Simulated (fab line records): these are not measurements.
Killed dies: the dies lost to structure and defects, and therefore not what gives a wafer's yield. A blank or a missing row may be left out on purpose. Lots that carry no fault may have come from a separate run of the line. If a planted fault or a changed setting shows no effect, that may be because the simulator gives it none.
A struck lot beside a sound one -- flow sky130 -- 15 out of 708 route steps
Sound: the wafers L911.2, L911.4, L911.6. Wafers L917.1, L917.4, L917.5 were the ones struck. The cause is given at the end.
For every step that has rows: the tool of each side, followed by ch and its chambers, followed by its first start. Under that, the readings that differ: sound wafers -- struck wafers -- difference of the means -- sigmas: that difference in standard deviations of wafers without a fault.
alike: same words and numbers on both sides, and readings whose means sit less than 2 such deviations apart. not compared: any withheld reading, any reading some wafer has no value for, any bound like >300 that may hide the same value, and any number with overlapping values for which the record gives no deviation.
The two part at a step that has a row with sigmas, a row that says differs or no value, or rows on one side only. Numbers that have no deviation but don't overlap get no sigmas and don't part them. A reading that every wafer of one side lacks parts them only if that side has two wafers or more.

SKY_CAPM_RS_MEAS_03: the measuring method here is four-point-probe.
  struck on film metro-03, day 38 16:38; sound on film metro-04, day 36 02:29
  alike: CAPM_TIN_RS
SKY_CAPM_THK_MEAS_04: measures by xrf.
  struck on film metro-03, day 38 16:45; sound on film metro-04, day 36 02:36
  alike: CAPM_TIN_THK
then, 7 steps without rows for these wafers: SKY_CAPM_DEHYDRATE_05 (time 60 s); SKY_CAPM_HMDS_06 (prime time 60 s); SKY_CAPM_COAT_07 (resist thk 1140 nm); SKY_CAPM_SOFTBAKE_08 (time 60 s); SKY_CAPM_EXPOSE_09 (exposes mask CAPM, target cd 1000 nm); SKY_CAPM_PEB_10; SKY_CAPM_DEVELOP_11 (develop time 60 s).
SKY_CAPM_OVL_MEAS_12:
  struck on overlay-01, day 39 17:46; sound on overlay-02, day 37 04:40
  alike: CAPM_OVL
SKY_CAPM_METAL_ETCH_13: etches TiN in Cl2/BCl3, stops on SiO2, target depth 220 nm, time 62.9 s.
  sound on rie metal-01 ch 0,1, day 37 04:42; struck on rie metal-03 ch 0,1, day 39 17:48
reading,sound,struck,difference,sigmas
drypump motor current A (A),6.3 6.3 6.3,5.0 5.0 5.5,-1.1,-2
  alike: mfc cl2 sccm, oes product au, throttle valve pct
  not compared: rf hours counter h
SKY_CAPM_STRIP_14: strips in O2/N2.
  sound on plasma asher-02 ch 0,1, day 37 04:47; struck on plasma asher-03 ch 0,1, day 39 17:53
  alike: drypump motor current A, oes product au, strip time to endpoint s
  not compared: rf hours counter h
SKY_CAPM_STRIP_15: strips in post etch residue remover, time 1200 s.
  sound on wet bench-04 ch 0, day 37 04:53; struck on wet bench-01 ch 1, day 39 17:59
reading,sound,struck,difference,sigmas
run length s (s),1226 1226 1226,1315 1315 1315,+89,+27
then, 1 step without rows for these wafers: SKY_CAPM_CLEAN_16 (cleans in IPA, time 180 s).
-- the record jumps here: 8 days lie between the struck wafers' starts before and after (it left off in module CAPM and takes up again in module PAD_OPEN, whose first step shown is number 708 of the route) --
SKY_PAD_OPEN_PROBE_99:
  the record has rows for the struck wafers here (prober-01, day 47 12:10) and none for the sound ones

WHERE THEY PART
Earliest at SKY_CAPM_METAL_ETCH_13; latest, in this record, at SKY_PAD_OPEN_PROBE_99.

WHY: what had been put in by the simulator
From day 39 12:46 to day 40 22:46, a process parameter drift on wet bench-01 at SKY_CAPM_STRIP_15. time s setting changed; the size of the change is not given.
